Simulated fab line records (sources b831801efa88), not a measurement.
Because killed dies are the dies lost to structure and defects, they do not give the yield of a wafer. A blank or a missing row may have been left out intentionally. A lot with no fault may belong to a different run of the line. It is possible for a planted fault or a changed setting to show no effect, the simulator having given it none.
Which tool did it? || flow sfqLine || Sampling: 14 lots, 42 wafers, 2 of 325 route steps

== WHAT EACH GAUGE READ, for each wafer ==
SFQ_M1_RS_MEAS_909: measurement is done with a four-point probe.
{"lot": "L729", "measured": "day 8 12:31", "on": "filmMetro-03", "M1_NB_RS (ohm/sq)": "0.899 0.900 0.890"}
{"lot": "L730", "measured": "day 8 22:08", "on": "filmMetro-03", "M1_NB_RS (ohm/sq)": "0.891 0.881 0.878"}
{"lot": "L731", "measured": "day 9 01:43", "on": "filmMetro-04", "M1_NB_RS (ohm/sq)": "0.889 0.899 0.905"}
{"lot": "L732", "measured": "day 9 15:28", "on": "filmMetro-03", "M1_NB_RS (ohm/sq)": "0.893 0.887 0.901"}
{"lot": "L733", "measured": "day 9 22:41", "on": "filmMetro-01", "M1_NB_RS (ohm/sq)": "0.892 0.883 0.891"}
{"lot": "L734", "measured": "day 10 03:28", "on": "filmMetro-04", "M1_NB_RS (ohm/sq)": "0.896 0.901 0.906"}
{"lot": "L735", "measured": "day 10 13:48", "on": "filmMetro-04", "M1_NB_RS (ohm/sq)": "0.908 0.912 0.906"}
{"lot": "L738", "measured": "day 11 05:24", "on": "filmMetro-04", "M1_NB_RS (ohm/sq)": "1.925 1.993 2.006 1.924 1.999 2.010"}
{"lot": "L739", "measured": "day 12 00:38", "on": "filmMetro-03", "M1_NB_RS (ohm/sq)": "1.964 1.902 1.959 1.961 1.904 1.954"}
{"lot": "L745", "measured": "day 14 03:19", "on": "filmMetro-03", "M1_NB_RS (ohm/sq)": "0.876 0.882 0.885"}
{"lot": "L747", "measured": "day 14 14:07", "on": "filmMetro-01", "M1_NB_RS (ohm/sq)": "0.892 0.899 0.890"}
{"lot": "L748", "measured": "day 15 00:56", "on": "filmMetro-03", "M1_NB_RS (ohm/sq)": "0.893 0.888 0.883"}
{"lot": "L751", "measured": "day 16 00:29", "on": "filmMetro-01", "M1_NB_RS (ohm/sq)": "0.890 0.891 0.903"}
{"lot": "L752", "measured": "day 16 04:05", "on": "filmMetro-01", "M1_NB_RS (ohm/sq)": "0.884 0.888 0.869"}

== TOOL THAT RAN EACH LOT (tool first, then ch and the chambers of the sampled wafers, then the start) ==
{"lot": "L729", "SFQ_TRILAYER_M1_DEP_SPUTTER_037": "pvdSputter-06, day 8 12:25"}
{"lot": "L730", "SFQ_TRILAYER_M1_DEP_SPUTTER_037": "pvdSputter-05, day 8 22:01"}
{"lot": "L731", "SFQ_TRILAYER_M1_DEP_SPUTTER_037": "pvdSputter-04, day 9 01:37"}
{"lot": "L732", "SFQ_TRILAYER_M1_DEP_SPUTTER_037": "pvdSputter-04, day 9 15:22"}
{"lot": "L733", "SFQ_TRILAYER_M1_DEP_SPUTTER_037": "pvdSputter-06, day 9 22:34"}
{"lot": "L734", "SFQ_TRILAYER_M1_DEP_SPUTTER_037": "pvdSputter-06, day 10 03:22"}
{"lot": "L735", "SFQ_TRILAYER_M1_DEP_SPUTTER_037": "pvdSputter-05, day 10 13:43"}
{"lot": "L738", "SFQ_TRILAYER_M1_DEP_SPUTTER_037": "pvdSputter-05, day 11 05:19"}
{"lot": "L739", "SFQ_TRILAYER_M1_DEP_SPUTTER_037": "pvdSputter-05, day 12 00:31"}
{"lot": "L745", "SFQ_TRILAYER_M1_DEP_SPUTTER_037": "pvdSputter-04, day 14 03:13"}
{"lot": "L747", "SFQ_TRILAYER_M1_DEP_SPUTTER_037": "pvdSputter-05, day 14 14:01"}
{"lot": "L748", "SFQ_TRILAYER_M1_DEP_SPUTTER_037": "pvdSputter-04, day 15 00:49"}
{"lot": "L751", "SFQ_TRILAYER_M1_DEP_SPUTTER_037": "pvdSputter-05, day 16 00:23"}
{"lot": "L752", "SFQ_TRILAYER_M1_DEP_SPUTTER_037": "pvdSputter-05, day 16 03:59"}
- SFQ_TRILAYER_M1_DEP_SPUTTER_037: material Nb, target thk 200 nm, time 133.3 s.

== WHAT THE TOOLS THEMSELVES READ (means of the sampled wafers that have a number; where no wafer has one, the mark that the record gives instead) ==
SFQ_TRILAYER_M1_DEP_SPUTTER_037.
{"lot": "L729", "tool": "pvdSputter-06", "throttleValvePct (%)": 29.4}
{"lot": "L730", "tool": "pvdSputter-05", "throttleValvePct (%)": 30.8}
{"lot": "L731", "tool": "pvdSputter-04", "throttleValvePct (%)": 30.0}
{"lot": "L732", "tool": "pvdSputter-04", "throttleValvePct (%)": 29.2}
{"lot": "L733", "tool": "pvdSputter-06", "throttleValvePct (%)": 29.5}
{"lot": "L734", "tool": "pvdSputter-06", "throttleValvePct (%)": 29.1}
{"lot": "L735", "tool": "pvdSputter-05", "throttleValvePct (%)": 31.4}
{"lot": "L738", "tool": "pvdSputter-05", "throttleValvePct (%)": 30.5}
{"lot": "L739", "tool": "pvdSputter-05", "throttleValvePct (%)": 30.4}
{"lot": "L745", "tool": "pvdSputter-04", "throttleValvePct (%)": 29.8}
{"lot": "L747", "tool": "pvdSputter-05", "throttleValvePct (%)": 30.7}
{"lot": "L748", "tool": "pvdSputter-04", "throttleValvePct (%)": 28.9}
{"lot": "L751", "tool": "pvdSputter-05", "throttleValvePct (%)": 30.3}
{"lot": "L752", "tool": "pvdSputter-05", "throttleValvePct (%)": 30.2}

== THE ANSWER, worked out from the rows above alone ==
Rule: what is usual is taken from the lots themselves. The widest of any qualifying gaps counts: lots, ordered by their means at a reading, are off when they make up no more than a third of the lots, leave a main group of 4 or more, and stand apart from it by 3 or more times the standard deviation of that group's means. A main group whose means are all the same, to the digits that the tables above print for the reading, isn't used. A lot without any number at a reading at which 4 lots or more have one is off too. All remaining lots with rows at the step are treated as sound. Order of review: gauges by route order, followed by the tools' own readings, for which a lot's mean as printed above is used. The first step at which some lot is off is used, and at that step the reading that is off furthest; a lot without a number counts as furthest.
Off: at SFQ_M1_RS_MEAS_909 (M1_NB_RS), L738, L739. Main group: mean 0.892 ohm/sq, sd 0.0081.
A tool fits if, at a process step before that reading, it ran every lot that is off, and no sound lot after the first of them. The gauges at SFQ_M1_RS_MEAS_909 are tried like those tools. Not one of the candidates tried fits.

== WHAT HAD BEEN PUT IN BY THE SIMULATOR ==
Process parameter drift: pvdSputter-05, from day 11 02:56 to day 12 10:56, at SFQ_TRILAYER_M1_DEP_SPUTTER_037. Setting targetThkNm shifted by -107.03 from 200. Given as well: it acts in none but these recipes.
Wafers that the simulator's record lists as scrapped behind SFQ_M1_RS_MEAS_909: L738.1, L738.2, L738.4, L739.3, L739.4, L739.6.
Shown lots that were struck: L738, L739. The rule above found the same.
